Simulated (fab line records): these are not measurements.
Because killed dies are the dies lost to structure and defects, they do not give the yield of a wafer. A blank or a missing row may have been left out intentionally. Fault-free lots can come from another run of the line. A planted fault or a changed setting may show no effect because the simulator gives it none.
8D (eight disciplines) problem report, filled in by code | flow gf180mcu | the parts of the form that need people (team, actions taken, sign-off) are left out

== 1. THE PROBLEM ==
Mean NWELL_TW at GF_NWELL_TW_MEAS_11: 1764 over 6 wafers in 2 lots; fault-free wafers: 1571, standard deviation 26. That is +7.4 standard deviations from the usual mean.
The first sign was on wafer L850.1 at day 7 12:50, on film metro-04. The record has a number at this step for 36 wafers belonging to 12 lots. Rule for "out", or "out of limits": more than 4 standard deviations from the usual mean. The rest of the wafers with a number are treated as sound.

== 2. WHAT THIS IS AND IS NOT ==
question                    | is                     | is not
which readings at this step | NWELL_TW               | -
which lots                  | L850, L852             | L834, L835, L839, L840, L842, L846, L848, L851, L853, L855
which wafers of those lots  | all that have a number | -
read on which gauges        | film metro-04          | film metro-01, film metro-02
when                        | from day 7 12:50       | up to then (21 sound wafers); but 9 sound wafers of L851, L853, L855 came after

== 3. SUSPECTS, AND WHAT RULES EACH OUT ==
Counting: a tool at any process step up to the reading remains a suspect when it ran all the lots that are out and ran no sound lot after the first of those.
- the gauge at GF_NWELL_TW_MEAS_11: ruled out. All the wafers that are out were read on film metro-04, but those of them that GF_NWELL_IMPLANT_08 has rows for are out there too, on other tools.
- implanter-02 at GF_NWELL_IMPLANT_08: kept. It ran every lot that is out, first L850 (day 7 12:26), and no sound lot after that; its last sound lot up to then is L840 (day 5 03:35). Out on those wafers are its own readings of dose ions cm2, faraday current uA.
Left after counting: implanter-02 at GF_NWELL_IMPLANT_08.

== 4. THE CAUSE (what the simulator had put in) ==
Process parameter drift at GF_NWELL_IMPLANT_08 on implanter-02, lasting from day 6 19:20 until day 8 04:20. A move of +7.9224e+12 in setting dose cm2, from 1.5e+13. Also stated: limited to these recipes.
Counting left only this tool.

== 5. THE EFFECT CHAIN, in route order ==
Each row: a reading where the mean over the struck wafers with a number is more than 3 standard deviations away from the usual. Only readings for which the record gives a usual standard deviation are gone through. hours: the time from each lot's start at the first step in this table that gives one to its start at this step, as a median over the lots. sigmas: the change in usual standard deviations.
hours | step                     | reading            | usual        | on struck wafers | change      | sigmas
0     | GF_NWELL_IMPLANT_08      | beam on s          | 9.96 s       | 10.86            | +0.90       | +4.3
0     | GF_NWELL_IMPLANT_08      | dose ions cm2      | 1.4999e+13   | 2.2909e+13       | +7.9097e+12 | +99 or more
0     | GF_NWELL_IMPLANT_08      | faraday current uA | 84.9         | 119.0            | +34.1       | +20
0     | GF_NWELL_TW_MEAS_11      | NWELL_TW           | 1571         | 1764             | +194        | +7.4
127   | GF_VT_IMPLANT_RS_MEAS_47 | NWELL_RS           | 487.8 ohm/sq | 392.5            | -95.3       | -73
Process steps it contains:
- GF_NWELL_IMPLANT_08
Later steps that measure or inspect, where all struck wafers having a row at the step show a number for every such reading and not one has moved that far: GF_M1_RS_MEAS_05.

== 6. WHAT WOULD HAVE CAUGHT IT SOONER ==
In this record the first reading out of limits at a measuring or inspecting step was taken at day 7 12:50, 18 hours after the fault began at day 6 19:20.
Tool's own readings at GF_NWELL_IMPLANT_08, dose ions cm2, faraday current uA: out on all struck wafers the step has rows for; an alarm limit on them would have tripped on the first.
Lots out: 2; of these, L852 started GF_NWELL_IMPLANT_08 on implanter-02 after day 7 12:50. It would have been spared by a hold on the tool at that moment.
